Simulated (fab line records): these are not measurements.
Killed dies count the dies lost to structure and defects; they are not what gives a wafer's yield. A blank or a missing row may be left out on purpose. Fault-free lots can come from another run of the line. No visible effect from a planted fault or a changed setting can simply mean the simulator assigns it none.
8D (eight disciplines) problem report, filled in by code + flow sky130 + the parts of the form that need people (team, actions taken, sign-off) are left out

## 1. THE PROBLEM
beam-energy-keV at SKY_VT_ADJUST_HVTP_IMPLANT_09 reads a mean of 152.34 on 6 wafers of 2 lots; wafers without a fault read 150.00 with a standard deviation of 0.048. Relative to the usual mean, that is a shift of +49 standard deviations.
First seen on wafer L557.1, day 8 16:09, on implanter-02. The record holds 18 wafers of 6 lots with a number at this step. By rule, "out" or "out of limits" means more than 4 standard deviations away from the usual mean. Any other wafer with a number is counted as sound.

## 2. WHAT IT IS; WHAT IT IS NOT
| question                    | is                     | is not                                                                         |
|-----------------------------|------------------------|--------------------------------------------------------------------------------|
| which readings at this step | beam-energy-keV        | -                                                                              |
| which lots                  | L557, L561             | L548, L566, L569, L571                                                         |
| which wafers of those lots  | all that have a number | -                                                                              |
| read on which tools         | implanter-02           | implanter-01                                                                   |
| when                        | from day 8 16:09       | up to then (3 sound wafers); but 9 sound wafers of L566, L569, L571 came after |

## 3. WHAT RULES OUT EACH SUSPECT
Counting: a tool stays on the suspect list if, at a process step up to the reading, it processed all lots that are out and no sound lot following the first of them.
- implanter-02 at SKY_VT_ADJUST_HVTP_IMPLANT_09: ruled out as a lasting fault. Sound lots L571 ran on it after its first lot that is out, L557 (day 8 16:09).
Left after counting: nothing in the record.

## 4. THE CAUSE (what the simulator had put in)
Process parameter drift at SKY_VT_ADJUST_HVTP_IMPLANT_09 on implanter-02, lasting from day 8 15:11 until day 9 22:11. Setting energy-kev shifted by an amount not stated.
Counting ruled it out, wrongly.

## 5. THE EFFECT CHAIN, in route order
Each row: a reading whose mean over the struck wafers that have a number lies more than 3 standard deviations from the usual. Readings are gone through only where the record gives a usual standard deviation; hours: the median, over the lots, of the time from a lot's start at the first step in this table giving one to that lot's start at this step; sigmas: the change measured in usual standard deviations.
| hours | step                          | reading         | usual  | on struck wafers | change | sigmas |
|-------|-------------------------------|-----------------|--------|------------------|--------|--------|
| 0     | SKY_VT_ADJUST_HVTP_IMPLANT_09 | beam-energy-keV | 150.00 | 152.34           | +2.34  | +49    |
Its process steps:
- SKY_VT_ADJUST_HVTP_IMPLANT_09

## 6. WHAT WOULD HAVE CAUGHT IT SOONER
In this record the first reading out of limits was taken at day 8 16:09, 1 hour after the fault began at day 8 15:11.
